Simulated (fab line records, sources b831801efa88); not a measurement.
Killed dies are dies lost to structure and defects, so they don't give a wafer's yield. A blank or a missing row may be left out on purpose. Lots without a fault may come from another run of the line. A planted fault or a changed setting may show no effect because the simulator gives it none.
Chamber matching | flow sky130 | SKY_VIA1_ETCH_14 on rie_diel-04: 4 sister chambers
The step etches BARC in N2/H2, stops on SiO2, time 45.9 s, target depth 60 nm. 8 wafers are shown with their chamber, then 8 later ones without.

WAFERS WITH THEIR CHAMBER
wafer  | chamber | throttle_valve_pct (%) | oes_product_au (a.u.)
L360.4 | 2       | 13.217                 | 0.853
L360.6 | 2       | 13.234                 | 0.854
L367.4 | 0       | 13.214                 | 0.856
L369.6 | 1       | 13.228                 | 0.858
L371.1 | 3       | 13.212                 | 0.854
L371.4 | 1       | 13.232                 | 0.856
L371.6 | 0       | 13.217                 | 0.852
L372.3 | 3       | 13.228                 | 0.859

WAFERS WITHOUT THEIR CHAMBER
wafer  | throttle_valve_pct (%) | oes_product_au (a.u.)
L372.5 | 13.218                 | 0.853
L372.6 | 13.218                 | 0.855
L374.2 | 13.218                 | 0.857
L374.4 | 13.226                 | 0.853
L374.5 | 13.224                 | 0.857
L376.1 | 13.221                 | 0.850
L376.2 | 13.219                 | 0.862
L376.6 | 13.228                 | 0.848

WHICH CHAMBER EACH WENT THROUGH
wafer  | from the rows above               | in truth
L372.5 | can't be placed: 0 or 2 or 3 or 1 | 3
L372.6 | can't be placed: 0 or 3 or 2 or 1 | 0
L374.2 | can't be placed: 3 or 0 or 1 or 2 | 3
L374.4 | can't be placed: 2 or 0 or 3 or 1 | 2
L374.5 | can't be placed: 3 or 1 or 2 or 0 | 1
L376.1 | can't be placed: 2 or 0 or 3 or 1 | 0
L376.2 | can't be placed: 3 or 1 or 0 or 2 | 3
L376.6 | can't be placed: 2 or 0 or 3 or 1 | 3
Placed correctly: 0 of 8. Can't be placed from these rows: 8 (the true chamber is among the candidates in 8). Placed wrongly: 0.
How it was worked out, from the rows above alone: a wafer's distance from a chamber is the root of the sum, over the readings, of the square of ((its reading less the chamber's mean) divided by the reading's scatter). The wafer belongs to the nearest chamber; if the next one is less than 2 further off, it can't be placed. A chamber's mean is the mean of its shown wafers. The scatter: the root of (the sum of the squares of (reading less its chamber's mean) over the shown wafers, divided by (wafers less chambers)).
